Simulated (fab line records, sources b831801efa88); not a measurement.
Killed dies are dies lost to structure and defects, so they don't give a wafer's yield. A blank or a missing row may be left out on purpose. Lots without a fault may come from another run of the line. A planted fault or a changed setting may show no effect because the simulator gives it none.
A struck lot beside a sound one | flow gf180mcu | 15 steps out of a route of 602
Sound: wafers L921.3, L921.4, L921.6. Struck: wafers L927.2, L927.5, L927.6. The cause comes at the end.
At each step with rows: each side's tool, then ch and its chambers, then its first start. Under that, the readings that differ: sound wafers | struck wafers | difference of the means | sigmas: that difference in standard deviations of wafers without a fault.
alike: readings whose means differ by less than 2 such deviations, and words and numbers that are the same on both sides. not compared: withheld readings, readings that some wafer has no value for, bounds like >300 that may hide the same value, and numbers for which the record gives no deviation and whose values overlap.
The two part at a step that has a row with sigmas, a row that says differs or no value, or rows on one side only. Numbers that don't overlap but have no deviation are shown without sigmas and don't part them. A reading that every wafer of one side lacks parts them only if that side has two wafers or more.

first, 8 steps without rows for these wafers: GF_POLY_GATE_DEHYDRATE_02 (time 60 s); GF_POLY_GATE_HMDS_03 (prime time 60 s); GF_POLY_GATE_COAT_04; GF_POLY_GATE_COAT_05 (resist thk 691.2 nm); GF_POLY_GATE_SOFTBAKE_06 (time 60 s); GF_POLY_GATE_EXPOSE_07 (exposes mask Poly2, target cd 280 nm); GF_POLY_GATE_PEB_08 (peb time 90 s); GF_POLY_GATE_DEVELOP_09 (develop time 60 s).
GF_POLY_GATE_CD_MEAS_10: target cd 280 nm.
  sound on cd_sem-01, day 10 15:47; struck on cd_sem-02, day 12 07:58
  alike: cd_nm
GF_POLY_GATE_OVL_MEAS_11:
  sound on overlay-01, day 10 15:52; struck on overlay-02, day 12 08:04
  alike: POLY_GATE_OVL
GF_POLY_GATE_ETCH_12: etches BARC in N2/H2.
  sound on rie_diel-04 ch 0,3, day 10 15:54; struck on rie_diel-01 ch 0,2,3, day 12 08:06
  alike: drypump_motor_current_A, oes_product_au, throttle_valve_pct
GF_POLY_GATE_ETCH_13: etches poly-Si in HBr/Cl2, stops on SiO2, target depth 198.5 nm, time 69.6 s.
  sound on rie_si-02 ch 1,3, day 10 15:57; struck on rie_si-02 ch 1,2,3, day 12 08:09
  alike: drypump_motor_current_A, oes_product_au, throttle_valve_pct
  not compared: rf_hours_counter_h
GF_POLY_GATE_STRIP_14: strips in O2/N2.
  sound on plasma_asher-01 ch 0,1, day 10 16:02; struck on plasma_asher-04 ch 0,1, day 12 08:12
  no value came back on the struck wafers for chamber_pressure_mTorr (mTorr), drypump_motor_current_A (A), heater_power_w (W), oes_product_au (a.u.); on the sound wafers chamber_pressure_mTorr (mTorr) reads 1500.6 1500.1 1500.1
  not compared: rf_hours_counter_h
then, 1 step without rows for these wafers: GF_POLY_GATE_CLEAN_15 (cleans in SC1/SC2, time 150 s).
-- the record jumps here: 20 days lie between the struck wafers' starts before and after (it left off in module POLY_GATE and takes up again in module PASSIVATION, whose first step shown is number 602 of the route) --
GF_PASSIVATION_PROBE_99:
  the record has rows for the struck wafers here (prober-02, day 32 02:22) and none for the sound ones

WHERE THEY PART
First at GF_POLY_GATE_STRIP_14; last, within this record, at GF_PASSIVATION_PROBE_99.

WHY: what the simulator had put in
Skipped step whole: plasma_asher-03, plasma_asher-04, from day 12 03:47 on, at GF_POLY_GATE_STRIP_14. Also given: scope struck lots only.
